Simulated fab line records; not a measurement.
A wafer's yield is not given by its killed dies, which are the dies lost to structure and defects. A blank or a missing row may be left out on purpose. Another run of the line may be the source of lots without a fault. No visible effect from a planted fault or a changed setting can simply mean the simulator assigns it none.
Code-filled problem report in 8D (eight disciplines) form -- flow sky130 -- the parts of the form that need people (team, actions taken, sign-off) are left out

1. PROBLEM STATEMENT
Wafers without a fault read 494.3 W, standard deviation 2.2; rfFwdPowerW at SKY_VIA3_ETCH_14 reads a mean of 412.8 W on 6 wafers belonging to 2 lots. Relative to the usual mean, that is a shift of -37 standard deviations.
The step: etches BARC in N2/H2, stops on SiO2, time 45.9 s, target depth 60 nm.
Seen first at day 45 03:49 on rieDiel-04, wafer L566.1. At this step, 18 wafers from 6 lots have a number in the record. Rule for "out", or "out of limits": more than 4 standard deviations from the usual mean. Any other wafer with a number is counted as sound.

2. WHAT IT IS, AND WHAT IT ISN'T
question,is,is not
which readings at this step,rfFwdPowerW,"chamberPressureMTorr, drypumpMotorCurrentA, oesProductAu, throttleValvePct"
which lots,"L566, L567","L546, L555, L557, L565"
which wafers of those lots,all that have a number,-
read on which tools,rieDiel-04,"rieDiel-01, rieDiel-03"
when,from day 45 03:49,up to then (12 sound wafers)

3. THE SUSPECTS, EACH WITH WHAT RULES IT OUT
Counting: a tool at any process step up to the reading remains a suspect when it ran all the lots that are out and ran no sound lot after the first of those.
- rieDiel-04 at SKY_VIA3_ETCH_14 (etches BARC in N2/H2, stops on SiO2, time 45.9 s, target depth 60 nm): kept. All lots that are out passed through it, beginning with L566 at day 45 03:49, and no sound lot followed; its final sound lot before that point was L546 at day 39 14:31. On those wafers its own readings are out: rfFwdPowerW.
The count leaves rieDiel-04 at SKY_VIA3_ETCH_14.

4. THE CAUSE (what the simulator had put in)
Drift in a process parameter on rieDiel-04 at SKY_VIA3_ETCH_14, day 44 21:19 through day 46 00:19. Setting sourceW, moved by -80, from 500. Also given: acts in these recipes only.
After counting, this tool was the only one left.

5. SEQUENCE OF EFFECTS, ordered by route
Each row: a reading where the mean over the struck wafers with a number is more than 3 standard deviations away from the usual. Only readings whose record carries a usual standard deviation are examined. hours: median over the lots of the time between each lot's start at the first step of this table that gives one and its start at this step. sigmas: the change, counted in usual standard deviations.
hours,step,reading,usual,on struck wafers,change,sigmas
0,SKY_VIA3_ETCH_14,rfFwdPowerW,494.3 W,412.8,-81.6,-37
It contains these process steps:
- SKY_VIA3_ETCH_14: etches BARC in N2/H2, stops on SiO2, time 45.9 s, target depth 60 nm.

6. HOW IT WOULD HAVE BEEN CAUGHT EARLIER
In this record the first reading out of limits was taken at day 45 03:49, 7 hours after the fault began at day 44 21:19.
